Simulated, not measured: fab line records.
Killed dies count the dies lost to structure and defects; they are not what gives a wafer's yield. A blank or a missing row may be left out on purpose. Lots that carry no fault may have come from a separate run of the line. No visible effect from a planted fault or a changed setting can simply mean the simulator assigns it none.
fab line records ; flow sky130
[record] lots = 5; wafers = 14; last-day = 50
route steps=708 shown VIA2@523 METAL3@532 PAD_OPEN@708
lots untouched by any fault: they come from a run of this same line in which no faults occurred
start-h: hours from the record's opening day to when the first of the lot's shown wafers began ; wait-h: hours elapsed since this lot's preceding step ; " identical to the entry in the row above ; L1.1+2: a row that stands for several wafers ; - no value present, or no start provided ; * or withheld: withheld ; < > ~ a bound
route shown NAME@n: NAME is a module with steps in the file, n the number in the route of the first one ; usual: the fault-free wafers' mean and standard deviation ; same: alike in all rows ; chamber/n: place in a boat ; sites: per-site readings ; _std_site: the standard deviation of these ; _edge_site: mean of outer sites minus mean of inner sites ; radius-mm: for every site, how far away it sits from the centre of the wafer ; mask NAME#n: copy n ; behind: the tool/chamber that last shaped the wafer ; hold: reason for holding the lot/hours on hold/outcome of the hold ; device: names the non-switching transistor (n, p or np) ; end of line: tests of these same wafers at the route's end ; for a step that has no rows: nothing shown but its recipe ; killed: at the first sort, the dies lost to defects and structure; wafer yield is something else ; map: shows each die of a wafer: x if killed, . if not, _ if none is there
set.NAME: the run value of the setting; set.NAME@STEP: its run value at that earlier step ; model.NAME: the simulator's own value behind a step, which no gauge read
lots at some steps of the route; a table a step, a row a wafer
services: a tool's chamber out of use, with start hour (start-h, from the record's first day; less than 0 if before it), hours out, and reason
[[steps]]
[step SKY_VIA2_STRIP_16]
[recipe] chemistry = O2/N2; power-w = 1400; pressure-mtorr = 1500; platen-temp-c = withheld; o2-flow-sccm = 3000; n2-flow-sccm = 300; overash-fraction = 0.5
[usual] chamber-pressure-mTorr = 1499.9/1.3; drypump-motor-current-A = 5.8/0.55; oes-product-au = 0.399/0.0051; strip-time-to-endpoint-s = 4.040/0.023
lot.wafer;tool;chamber;start-h;wait-h;chamber-pressure-mTorr;drypump-motor-current-A;oes-product-au;rf-hours-counter-h;strip-time-to-endpoint-s
L271.1;plasma-asher-01;0;900.72;0.0;1499.8;6.6;0.398;76;4.042
L271.2;plasma-asher-01;1;900.72;0.0;1498.6;4.9;0.396;76;4.025
L271.6;plasma-asher-01;1;900.72;0.0;1499.4;4.9;0.399;-;4.021
L272.3;plasma-asher-04;0;906.74;0.1;1499.1;5.3;0.404;-;4.030
L272.4;plasma-asher-04;1;906.74;0.1;1500.2;5.5;0.400;-;4.026
L272.6;plasma-asher-04;0;906.74;0.1;1500.5;5.3;0.400;-;4.024
L285.2;plasma-asher-02;0;998.87;0.0;1501.5;5.9;0.403;119;4.015
L285.6;plasma-asher-02;1;998.87;0.0;1500.7;6.2;0.389;-;4.027
L286.1;plasma-asher-04;1;1008.00;0.0;1499.9;5.5;0.388;26;4.074
L286.4;plasma-asher-04;1;1008.00;0.0;1499.4;5.5;0.400;-;4.040
L286.6;plasma-asher-04;1;1008.00;0.0;1499.7;5.5;0.403;-;4.088
L287.1;plasma-asher-01;0;1011.70;0.0;1502.2;6.6;0.395;87;4.058
L287.3;plasma-asher-01;1;1011.70;0.0;1498.7;4.9;0.405;-;4.057
L287.6;plasma-asher-01;1;1011.70;0.0;1500.0;4.9;0.397;-;4.046
[step SKY_VIA2_STRIP_17]
[recipe] chemistry = post-etch-residue-remover; time-s = 1200; temp-c = 72.5
[step SKY_VIA2_CLEAN_18]
[recipe] chemistry = IPA; time-s = 180; temp-c = 25
[step SKY_VIA2_CLEAN_19]
[recipe] chemistry = O3/DIW; dry = n2-spin
[step SKY_VIA2_SPUTTER_20]
[recipe] material = TiN; target-thk-nm = 20; chamber-pressure-pa = 5; power-w = 4000; time-s = 80
[step SKY_VIA2_CVD_21]
[recipe] material = W; target-thk-nm = 420; time-s = 126.4; temp-c = 400; pressure-torr = 40
[step SKY_VIA2_RS_MEAS_22]
[recipe] thk-meas-gauge = four-point-probe; reads = W_of_VIA2_CVD_21+TiN_of_VIA2_SPUTTER_20
[usual] VIA2_W_RS = 0.273/0.0039
lot.wafer;tool;chamber;start-h;wait-h;VIA2_W_RS[ohm/sq]
L271.1;film-metro-03;-;901.51;0.1;0.275
L271.2;film-metro-03;-;901.51;0.1;0.278
L271.6;film-metro-03;-;901.51;0.1;0.277
L272.3;film-metro-01;-;907.53;0.1;0.274
L272.4;film-metro-01;-;907.53;0.1;0.272
L272.6;film-metro-01;-;907.53;0.1;0.274
L285.2;film-metro-03;-;999.72;0.1;0.268
L285.6;film-metro-03;-;999.72;0.1;0.269
L286.1;film-metro-01;-;1009.28;0.1;0.270
L286.4;film-metro-01;-;1009.28;0.1;0.267
L286.6;film-metro-01;-;1009.28;0.1;0.277
L287.1;film-metro-02;-;1012.49;0.1;0.276
L287.3;film-metro-02;-;1012.49;0.1;0.270
L287.6;film-metro-02;-;1012.49;0.1;0.266
[step SKY_VIA2_THK_MEAS_23]
[recipe] thk-meas-gauge = xrf; reads = W_of_VIA2_CVD_21
[usual] VIA2_W_THK = 413/6.1
lot.wafer;tool;chamber;start-h;wait-h;VIA2_W_THK[nm]
L271.1;film-metro-03;-;901.63;0.1;410
L271.2;film-metro-03;-;901.63;0.1;405
L271.6;film-metro-03;-;901.63;0.1;404
L272.3;film-metro-01;-;907.63;0.1;412
L272.4;film-metro-01;-;907.63;0.1;415
L272.6;film-metro-01;-;907.63;0.1;412
L285.2;film-metro-03;-;999.83;0.1;423
L285.6;film-metro-03;-;999.83;0.1;423
L286.1;film-metro-01;-;1009.40;0.1;418
L286.4;film-metro-01;-;1009.40;0.1;428
L286.6;film-metro-01;-;1009.40;0.1;408
L287.1;film-metro-02;-;1012.61;0.1;409
L287.3;film-metro-02;-;1012.61;0.1;418
L287.6;film-metro-02;-;1012.61;0.1;426
[step SKY_VIA2_CMP_24]
[recipe] stop-on = SiO2; t-overpolish-s = 20; down-force-psi = 3.5; platen-rpm = 60; target-thk-nm = 0; pad-velocity-m-s = 0.94248
[usual] edge-zone-pressure-frac = 0.999/0.0055; motor-current-A = 11.0/1.3; overpolish-run-s = 20.000/0.0087; retaining-ring-pressure-frac = 1.000/0.0051; time-to-endpoint-s = 101/3.4
lot.wafer;tool;chamber;start-h;wait-h;edge-zone-pressure-frac;motor-current-A;overpolish-run-s;retaining-ring-pressure-frac;time-to-endpoint-s
L271.1;cmp-02;3;901.79;0.1;1.001;11.2;19.993;0.994;97
L271.2;cmp-02;0;901.79;0.1;0.998;13.3;19.992;1.002;100
L271.6;cmp-02;1;901.79;0.1;1.006;10.2;20.012;0.999;101
L272.4;cmp-02;3;907.67;0.0;1.012;11.4;20.009;0.995;102
L272.3;cmp-02;2;907.67;0.0;0.990;11.2;19.996;0.998;102
L272.6;cmp-02;3;907.67;0.0;1.010;11.3;20.005;0.996;98
L285.2;cmp-02;3;999.93;0.1;0.996;10.6;20.000;1.012;108
L285.6;cmp-02;3;999.93;0.1;1.001;11.6;20.010;1.004;109
L286.1;cmp-02;1;1009.56;0.1;1.002;11.1;19.995;1.002;107
L286.4;cmp-02;2;1009.56;0.1;0.998;11.0;20.005;0.997;108
L286.6;cmp-02;3;1009.56;0.1;0.995;11.2;20.002;0.989;104
L287.3;cmp-01;2;1012.72;0.1;1.004;10.6;19.990;0.994;107
L287.1;cmp-01;3;1012.72;0.1;0.994;10.2;19.993;0.996;105
L287.6;cmp-01;2;1012.72;0.1;1.009;9.9;20.021;1.001;106
[step SKY_METAL3_SPUTTER_00]
[recipe] material = Ti; target-thk-nm = 15; power-w = 3000; time-s = 10; chamber-pressure-pa = 0.4
[step SKY_METAL3_SPUTTER_01]
[recipe] material = TiN; target-thk-nm = 20; power-w = 6500; time-s = 16.7; chamber-pressure-pa = 0.4
[usual] throttle-valve-pct = 30.2/0.52
lot.wafer;tool;chamber;start-h;wait-h;throttle-valve-pct
L271.1;pvd-sputter-03;-;902.01;0.0;30.6
L271.2;pvd-sputter-03;-;902.01;0.0;30.1
L271.6;pvd-sputter-03;-;902.01;0.0;30.6
L272.3;pvd-sputter-02;-;907.99;0.0;29.8
L272.4;pvd-sputter-02;-;907.99;0.0;29.9
L272.6;pvd-sputter-02;-;907.99;0.0;30.0
L285.2;pvd-sputter-03;-;1000.20;0.0;30.7
L285.6;pvd-sputter-03;-;1000.20;0.0;30.9
L286.1;pvd-sputter-02;-;1009.78;0.0;29.6
L286.4;pvd-sputter-02;-;1009.78;0.0;29.9
L286.6;pvd-sputter-02;-;1009.78;0.0;29.8
L287.1;pvd-sputter-01;-;1012.99;0.0;29.8
L287.3;pvd-sputter-01;-;1012.99;0.0;29.9
L287.6;pvd-sputter-01;-;1012.99;0.0;30.0
[step SKY_METAL3_SPUTTER_02]
[recipe] material = AlCu; target-thk-nm = 735; power-w = 10600; time-s = 39.1; chamber-pressure-pa = 0.4
[usual] throttle-valve-pct = 30.1/0.55
lot.wafer;tool;chamber;start-h;wait-h;throttle-valve-pct
L271.1;pvd-sputter-03;-;902.03;0.0;31.3
L271.2;pvd-sputter-03;-;902.03;0.0;30.3
L271.6;pvd-sputter-03;-;902.03;0.0;30.9
L272.3;pvd-sputter-02;-;908.02;0.0;29.7
L272.4;pvd-sputter-02;-;908.02;0.0;29.5
L272.6;pvd-sputter-02;-;908.02;0.0;29.8
L285.2;pvd-sputter-03;-;1000.22;0.0;30.8
L285.6;pvd-sputter-03;-;1000.22;0.0;30.7
L286.1;pvd-sputter-02;-;1009.81;0.0;29.3
L286.4;pvd-sputter-02;-;1009.81;0.0;30.2
L286.6;pvd-sputter-02;-;1009.81;0.0;29.7
L287.1;pvd-sputter-01;-;1013.01;0.0;30.1
L287.3;pvd-sputter-01;-;1013.01;0.0;30.0
L287.6;pvd-sputter-01;-;1013.01;0.0;30.1
[step SKY_METAL3_SPUTTER_03]
[recipe] material = Ti; target-thk-nm = 5; power-w = 3000; time-s = 3.3; chamber-pressure-pa = 0.4
[usual] throttle-valve-pct = 30.2/0.54
lot.wafer;tool;chamber;start-h;wait-h;throttle-valve-pct;model.Ti_of_METAL3_SPUTTER_03.thk-nm
L271.1;pvd-sputter-03;-;902.07;0.0;30.8;5.101
L271.2;pvd-sputter-03;-;902.07;0.0;30.2;5.033
L271.6;pvd-sputter-03;-;902.07;0.0;31.0;5.096
L272.3;pvd-sputter-02;-;908.06;0.0;29.5;5.097
L272.4;pvd-sputter-02;-;908.06;0.0;29.8;4.944
L272.6;pvd-sputter-02;-;908.06;0.0;29.7;5.163
L285.2;pvd-sputter-03;-;1000.26;0.0;30.6;8.474
L285.6;pvd-sputter-03;-;1000.26;0.0;31.0;8.288
L286.1;pvd-sputter-02;-;1009.85;0.0;29.4;5.161
L286.4;pvd-sputter-02;-;1009.85;0.0;30.0;5.074
L286.6;pvd-sputter-02;-;1009.85;0.0;29.7;5.081
L287.1;pvd-sputter-01;-;1013.05;0.0;30.1;4.878
L287.3;pvd-sputter-01;-;1013.05;0.0;29.9;4.796
L287.6;pvd-sputter-01;-;1013.05;0.0;30.1;4.932
[step SKY_METAL3_SPUTTER_04]
[recipe] material = TiN; target-thk-nm = 70; power-w = 6500; time-s = 58.3; chamber-pressure-pa = 0.4
[usual] throttle-valve-pct = 30.1/0.53
lot.wafer;tool;chamber;start-h;wait-h;throttle-valve-pct
L271.1;pvd-sputter-03;-;902.09;0.0;31.0
L271.2;pvd-sputter-03;-;902.09;0.0;30.0
L271.6;pvd-sputter-03;-;902.09;0.0;30.8
L272.3;pvd-sputter-02;-;908.08;0.0;29.4
L272.4;pvd-sputter-02;-;908.08;0.0;29.9
L272.6;pvd-sputter-02;-;908.08;0.0;29.8
L285.2;pvd-sputter-03;-;1000.28;0.0;30.2
L285.6;pvd-sputter-03;-;1000.28;0.0;31.0
L286.1;pvd-sputter-02;-;1009.87;0.0;29.4
L286.4;pvd-sputter-02;-;1009.87;0.0;30.4
L286.6;pvd-sputter-02;-;1009.87;0.0;29.6
L287.1;pvd-sputter-01;-;1013.07;0.0;30.0
L287.3;pvd-sputter-01;-;1013.07;0.0;30.1
L287.6;pvd-sputter-01;-;1013.07;0.0;29.9
[step SKY_PAD_OPEN_PROBE_99]
[usual] defect-limited-yield = 82.2/1.9; killed_at_M0_to_M3 = 45/7.3; killed_at_M4_up = 3.1/1.7; killed-at-contacts = 25/5.1; killed-at-front-end = 15/4.5; killed-at-other = 0.3/0.56; killed-dies = 88/9.4; killed-open = 47/6.6; killed-short = 40/6.9; sort_bin_3_pad_short = 0.9/0.46; sort_bin_5_function = 10.5/1.5; sort_bin_6_memory = 6.4/1.1; sort-n-pass = 404/9.4; sort-yield-pct = 82.2/1.9
[same] gross-dies = 492; killed-at-back-side = 0; sort_bin_4_leakage[%] = 0; sort_bin_8_speed[%] = 0
lot.wafer;tool;chamber;start-h;wait-h;defect-limited-yield[%];killed_at_M0_to_M3;killed_at_M4_up;killed-at-contacts;killed-at-front-end;killed-at-other;killed-dies;killed-open;killed-short;sort_bin_3_pad_short[%];sort_bin_5_function[%];sort_bin_6_memory[%];sort-n-pass;sort-yield-pct[%]
L271.1;prober-01;-;1116.86;0.1;81.3;41;1;27;22;1;92;52;40;0.8;11.4;6.5;400;81.3
L271.2;prober-01;-;1116.91;0.1;79.5;49;3;32;16;1;101;55;46;1.0;12.0;7.5;391;79.5
L271.6;prober-01;-;1117.11;0.2;80.3;35;1;32;29;0;97;55;42;0.4;13.2;6.1;395;80.3
L272.3;prober-01;-;1120.97;0.2;79.3;57;2;25;17;1;102;54;47;1.0;12.6;7.1;390;79.3
L272.4;prober-01;-;1121.02;0.2;81.3;40;5;30;17;0;92;52;40;0.4;10.2;8.1;400;81.3
L272.6;prober-01;-;1121.12;0.2;82.5;40;4;27;14;1;86;47;38;0.8;11.2;5.5;406;82.5
L285.2;prober-02;-;1189.85;0.1;80.9;45;4;28;17;0;94;59;35;1.2;11.8;6.1;398;80.9
L285.6;prober-02;-;1190.05;0.2;79.7;47;3;29;21;0;100;59;41;0.4;11.0;8.9;392;79.7
L287.1;prober-02;-;1198.12;0.1;83.5;39;1;23;18;0;81;44;36;0.4;9.6;6.5;411;83.5
L287.3;prober-02;-;1198.22;0.2;82.7;46;1;20;18;0;85;39;46;1.6;8.9;6.7;407;82.7
L287.6;prober-02;-;1198.37;0.2;81.9;38;5;24;22;0;89;48;40;1.2;11.0;5.9;403;81.9
// killed by level:class
L271.1 CONTACT:geometric-particle:open=10 LI_CONTACT:geometric-particle:open=9 VIA1:geometric-particle:open=8 FIELD_ISO:geometric-particle:short=6 VIA1:geometric-particle:short=6 FIELD_ISO:geometric-particle:open=5 METAL1:geometric-particle:short=5 VIA2:geometric-particle:open=5
L271.2 VIA1:geometric-particle:open=16 VIA2:geometric-particle:open=10 LI_CONTACT:geometric-particle:open=10 CONTACT:geometric-particle:short=9 POLY_GATE:geometric-particle:short=7 CONTACT:geometric-particle:open=6 VIA1:geometric-particle:short=5 LI_CONTACT:geometric-particle:short=4
L271.6 CONTACT:geometric-particle:open=11 VIA1:geometric-particle:open=11 FIELD_ISO:geometric-particle:short=10 LI_CONTACT:geometric-particle:open=10 LI_CONTACT:geometric-particle:short=6 VIA3:geometric-particle:open=6 FIELD_ISO:geometric-particle:open=5 POLY_GATE:geometric-particle:short=5
L272.3 CONTACT:geometric-particle:open=10 VIA1:geometric-particle:open=10 METAL2:geometric-particle:short=9 VIA3:geometric-particle:open=9 VIA1:geometric-particle:short=8 METAL1:geometric-particle:short=7 FIELD_ISO:geometric-particle:open=6 LI_CONTACT:geometric-particle:open=6
L272.4 CONTACT:geometric-particle:open=10 LI_CONTACT:geometric-particle:open=8 VIA1:geometric-particle:open=8 VIA2:geometric-particle:open=6 METAL1:geometric-particle:short=5 VIA3:geometric-particle:short=4 FIELD_ISO:geometric-particle:open=4 LOCAL_INTERCONNECT:geometric-particle:short=4
L272.6 VIA1:geometric-particle:open=13 CONTACT:geometric-particle:short=8 POLY_GATE:geometric-particle:open=6 VIA1:geometric-particle:short=6 CONTACT:geometric-particle:open=5 VIA2:geometric-particle:open=5 LI_CONTACT:geometric-particle:short=4 LOCAL_INTERCONNECT:geometric-particle:short=4
L285.2 VIA2:geometric-particle:open=14 CONTACT:geometric-particle:open=11 VIA1:geometric-particle:open=11 FIELD_ISO:geometric-particle:open=6 CONTACT:geometric-particle:short=6 LI_CONTACT:geometric-particle:open=6 VIA1:geometric-particle:short=6 FIELD_ISO:geometric-particle:short=5
L285.6 CONTACT:geometric-particle:open=10 VIA1:geometric-particle:open=10 VIA2:geometric-particle:open=10 VIA3:geometric-particle:open=8 FIELD_ISO:geometric-particle:open=7 FIELD_ISO:geometric-particle:short=7 LI_CONTACT:geometric-particle:open=7 CONTACT:geometric-particle:short=6
L287.1 VIA1:geometric-particle:open=10 CONTACT:geometric-particle:open=8 FIELD_ISO:geometric-particle:short=6 VIA2:geometric-particle:open=6 LI_CONTACT:geometric-particle:open=5 VIA3:geometric-particle:open=5 CONTACT:geometric-particle:short=4 VIA1:geometric-particle:short=4
L287.3 VIA1:geometric-particle:open=12 METAL2:geometric-particle:short=7 VIA1:geometric-particle:short=7 CONTACT:geometric-particle:open=6 METAL1:geometric-particle:short=6 LI_CONTACT:geometric-particle:open=5 FIELD_ISO:geometric-particle:short=4 POLY_GATE:geometric-particle:short=4
L287.6 VIA1:geometric-particle:open=9 LI_CONTACT:geometric-particle:open=8 POLY_GATE:geometric-particle:open=7 LOCAL_INTERCONNECT:geometric-particle:short=7 VIA3:geometric-particle:open=7 METAL1:geometric-particle:short=5 VIA2:geometric-particle:open=5 VIA1:geometric-particle:short=4
[[services]]
tool;chamber;start-h;hours;kind
pvd-sputter-03;-;885.50;1.1;repair
cmp-02;-;900.61;0.4;repair
cmp-02;-;905.78;0.4;repair
cmp-01;-;911.84;3.5;repair
cmp-01;-;915.38;4.0;pm
cmp-01;-;919.38;-;consumable-replace:conditioner
cmp-01;-;919.38;-;consumable-replace:pad
cmp-01;-;923.43;2.0;repair
cmp-01;-;925.44;12.0;pm
pvd-sputter-02;-;942.03;25.1;repair
cmp-02;-;942.89;0.4;repair
cmp-01;-;957.73;1.6;repair
cmp-01;-;959.40;9.4;pm
cmp-01;-;991.48;0.4;repair
[[key]]
first-sign none at tools or gauges
[model-effect] step = SKY_METAL3_SPUTTER_03; value = Ti_of_METAL3_SPUTTER_03.thk-nm; without = 5.055; struck = 8.381
met-at SKY_METAL3_SPUTTER_03
struck-wafers L285.2,L285.6
onset-between 902.07 1000.26
also-fits SKY_VIA2_STRIP_16:plasma-asher-02,SKY_METAL3_SPUTTER_01:pvd-sputter-03,SKY_METAL3_SPUTTER_02:pvd-sputter-03
[fault] kind = process-parameter-drift; tool = pvd-sputter-03; chamber = -; onset-h = 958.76; steps = SKY_METAL3_SPUTTER_03; channel = target-thk-nm; offset = 3.326; shape = step; end-h = 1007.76; scope = struck-wafers-only; acts-in = these-recipes-only; stated = 5
